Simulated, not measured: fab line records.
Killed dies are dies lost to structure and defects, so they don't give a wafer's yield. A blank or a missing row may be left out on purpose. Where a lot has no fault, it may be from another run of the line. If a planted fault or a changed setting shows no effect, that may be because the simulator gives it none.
Struck lot and sound lot, side by side || flow sky130 || 43 steps out of a route of 708
Sound: these wafers, L630.1, L630.2, L630.6. Struck: wafers L640.3, L640.4, L640.5. The cause is named last.
At each step with rows: each side's tool, then ch and its chambers, then its first start. Under that, the readings that differ: sound wafers || struck wafers || difference of the means || sigmas: that difference in standard deviations of wafers without a fault.
alike: words and numbers the same on both sides, and readings whose means are apart by under 2 such deviations; not compared: readings that were withheld, readings missing a value for some wafer, numbers with overlapping values and no deviation given by the record, and bounds like >300 which may hide the same value.
The two part at a step that has a row with sigmas, a row that says differs or no value, or rows on one side only. Numbers that don't overlap but have no deviation are shown without sigmas and don't part them. A reading that every wafer of one side lacks parts them only if that side has two wafers or more.

first, 1 step without rows for these wafers: SKY_FIELD_ISO_DEVELOP_12 (develop time 60 s).
SKY_FIELD_ISO_CD_MEAS_13: target cd 150 nm.
  sound on cd_sem-02 at day 2 05:23; struck on cd_sem-01 at day 4 15:21
  alike: cd_nm
SKY_FIELD_ISO_ETCH_14: etches BARC in N2/H2, stops on SiO2, time 45.9 s, target depth 60 nm.
  sound on rie_diel-01 ch 0,1,2, day 2 05:30; struck on rie_diel-01 ch 0,2,3, day 4 15:26
  alike: drypump_motor_current_A, n2_flow_sccm, oes_product_au, throttle_valve_pct
  not compared: rf_hours_counter_h
SKY_FIELD_ISO_ETCH_15: etches the open film in CHF3/O2, stops on Si, target depth 180 nm, time 72 s.
  sound on rie_diel-01 ch 0,1,2, day 2 05:32; struck on rie_diel-01 ch 0,2,3, day 4 15:28
{"reading": "oes_product_au (a.u.)", "sound": "0.945 0.939 0.948", "struck": "0.966 0.962 0.958", "difference": "+0.018", "sigmas": "+3"}
  alike: drypump_motor_current_A, throttle_valve_pct
  not compared: rf_hours_counter_h
SKY_FIELD_ISO_STRIP_16: strips in O2/N2.
  sound on plasma_asher-04 ch 0,1, day 2 05:36; struck on plasma_asher-01 ch 0,1, day 4 15:34
  alike: drypump_motor_current_A, n2_flow_sccm, oes_product_au, strip_time_to_endpoint_s
  not compared: rf_hours_counter_h
SKY_FIELD_ISO_ETCH_17: etches Si in HBr/Cl2/O2, target depth 342 nm, time 97.7 s.
  sound on rie_si-02 ch 1,2, day 2 05:42; struck on rie_si-02 ch 0,1, day 4 15:38
  alike: drypump_motor_current_A, oes_product_au, throttle_valve_pct
  not compared: rf_hours_counter_h
then, 5 steps without rows for these wafers: SKY_FIELD_ISO_WET_ETCH_18 (etches Si3N4 in H3PO4, target depth 25 nm, time 286 s); SKY_FIELD_ISO_CLEAN_19 (cleans in SC1/SC2, time 150 s); SKY_FIELD_ISO_CLEAN_20 (cleans in dHF, time 20 s); SKY_FIELD_ISO_WET_ETCH_21 (etches SiO2 in dHF, target depth 20 nm, time 400 s); SKY_FIELD_ISO_OXIDATION_22 (stabilise 600 s, purge 300 s, target thk 10 nm).
SKY_FIELD_ISO_THK_MEAS_23:
  sound on film_metro-02 at day 2 07:58; struck on film_metro-04 at day 4 18:47
  alike: FIELD_ISO_OXIDATION_01_THK
SKY_FIELD_ISO_CVD_24: deposits SiO2, target thk 595 nm, time 99.2 s.
  sound on hdpcvd-02 ch 0,1,2, day 2 08:02; struck on hdpcvd-02 ch 0,1,2, day 4 18:49
SKY_FIELD_ISO_THK_MEAS_25:
  sound on film_metro-02 at day 2 08:06; struck on film_metro-03 at day 4 18:55
  alike: FIELD_ISO_CVD_24_THK
then, 7 steps without rows for these wafers: SKY_FIELD_ISO_ANNEAL_26 (time 1800 s); SKY_FIELD_ISO_CMP_27 (polishes, stops on Si3N4, t overpolish 16 s, target thk 457.8 nm); SKY_FIELD_ISO_WET_ETCH_28 (etches SiO2 in dHF, target depth 23.7 nm, time 47 s); SKY_FIELD_ISO_WET_ETCH_29 (etches Si3N4 in H3PO4, target depth 160 nm, time 1825 s); SKY_FIELD_ISO_WET_ETCH_30 (etches SiO2 in dHF, target depth 25 nm, time 50 s); SKY_NWELL_CLEAN_00 (cleans in SC1/SC2, time 150 s); SKY_NWELL_OXIDATION_01 (stabilise 600 s, purge 300 s, target thk 10 nm).
SKY_NWELL_THK_MEAS_02:
  sound on film_metro-01 at day 2 14:38; struck on film_metro-04 at day 5 00:20
  alike: NWELL_OXIDATION_THK
then, 9 steps without rows for these wafers: SKY_DNWELL_DEHYDRATE_00 (time 60 s); SKY_DNWELL_HMDS_01 (prime time 60 s); SKY_DNWELL_COAT_02 (resist thk 3000 nm); SKY_DNWELL_SOFTBAKE_03; SKY_DNWELL_EXPOSE_04 (exposes mask DNM, target cd 3000 nm); SKY_DNWELL_PEB_05; SKY_DNWELL_DEVELOP_06 (develop time 60 s); SKY_DNWELL_IMPLANT_07; SKY_DNWELL_STRIP_08 (strips in O2/N2).
SKY_DNWELL_TW_MEAS_09:
  sound on film_metro-04 at day 3 06:04; struck on film_metro-01 at day 5 18:11
  alike: DNWELL_TW
then, 7 steps without rows for these wafers: SKY_PWDE_DEHYDRATE_00 (time 60 s); SKY_PWDE_HMDS_01 (prime time 60 s); SKY_PWDE_COAT_02 (resist thk 3000 nm); SKY_PWDE_SOFTBAKE_03; SKY_PWDE_EXPOSE_04 (exposes mask PWDEM, target cd 840 nm); SKY_PWDE_PEB_05; SKY_PWDE_DEVELOP_06 (develop time 60 s).
SKY_PWDE_OVL_MEAS_07:
  sound on overlay-01 at day 3 21:10; struck on overlay-01 at day 6 13:31
  alike: PWDE_OVL
following that, these wafers have no rows for 1 step: SKY_PWDE_IMPLANT_08.
SKY_PWDE_STRIP_09: strips in O2/N2.
  sound on plasma_asher-04 ch 0,1, day 3 21:30; struck on plasma_asher-01 ch 0,1, day 6 13:44
  alike: drypump_motor_current_A, n2_flow_sccm, oes_product_au, strip_time_to_endpoint_s
  not compared: rf_hours_counter_h
-- the record jumps here: 42 days lie between the struck wafers' starts before and after (it left off in module PWDE and takes up again in module PAD_OPEN, whose first step shown is number 708 of the route) --
SKY_PAD_OPEN_PROBE_99:
  sound on prober-02 at day 45 19:01; struck on prober-01 at day 48 19:10
{"reading": "killed_at_front_end", "sound": "14 20 11", "struck": "69 72 58", "difference": "+51", "sigmas": "+12"}
{"reading": "killed_dies", "sound": "94 102 82", "struck": "130 134 120", "difference": "+35", "sigmas": "+4"}
  alike: killed_at_M0_to_M3, killed_at_M4_up, killed_at_contacts, killed_at_other, killed_open, killed_short

WHERE THEY PART
Earliest at SKY_FIELD_ISO_ETCH_15; latest, in this record, at SKY_PAD_OPEN_PROBE_99.

WHY: what the simulator had put in
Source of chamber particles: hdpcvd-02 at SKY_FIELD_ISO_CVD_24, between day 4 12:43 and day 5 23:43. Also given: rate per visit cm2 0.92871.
